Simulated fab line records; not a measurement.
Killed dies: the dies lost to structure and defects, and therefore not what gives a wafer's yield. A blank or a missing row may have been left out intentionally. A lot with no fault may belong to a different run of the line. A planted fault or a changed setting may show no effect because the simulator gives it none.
Matching of chambers | flow sky130 | pecvd-02 running SKY_CAP2M_CVD_00: 3 sister chambers
The step deposits SiO2, target thk 15.5 nm. 6 wafers are shown with their chamber, then 9 later ones without.

## WAFERS WITH THEIR CHAMBER
wafer  | chamber | heater-power-w (W) | heater-power-outer-w (W)
L085.2 | 1       | 838                | 497
L090.1 | 0       | 715                | 399
L090.4 | 2       | 584                | 396
L091.1 | 1       | 756                | 435
L091.3 | 0       | 717                | 410
L091.6 | 2       | 682                | 448

## WAFERS WITHOUT THEIR CHAMBER
wafer  | heater-power-w (W) | heater-power-outer-w (W)
L094.1 | 732                | 476
L094.5 | 703                | 473
L094.6 | 845                | 502
L095.3 | 839                | 496
L095.4 | 697                | 482
L095.6 | 765                | 441
L096.2 | 640                | 337
L096.4 | 852                | 482
L096.5 | 628                | 429

## EACH ONE'S CHAMBER
wafer  | from the rows above          | in truth
L094.1 | can't be placed: 1 or 0 or 2 | 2
L094.5 | can't be placed: 1 or 2 or 0 | 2
L094.6 | 1                            | 1
L095.3 | 1                            | 1
L095.4 | can't be placed: 1 or 2 or 0 | 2
L095.6 | can't be placed: 1 or 0 or 2 | 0
L096.2 | can't be placed: 0 or 2      | 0
L096.4 | 1                            | 1
L096.5 | can't be placed: 2 or 0      | 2
3 of 9 placed correctly. From these rows, 6 cannot be placed; in 6 the true chamber is one of the candidates. Placed wrongly: 0.
How it was worked out, from the rows above alone: a wafer's distance from a chamber is the root of the sum, over the readings, of the square of ((its reading less the chamber's mean) divided by the reading's scatter). If the next closest chamber is less than 2 further off than the closest, the wafer can't be placed; otherwise it belongs to the closest. For every chamber, the mean is computed from those of its wafers that are shown. The scatter is the square root of a quotient: the sum, over the shown wafers, of each reading's squared deviation from its chamber's mean, divided by wafers minus chambers.
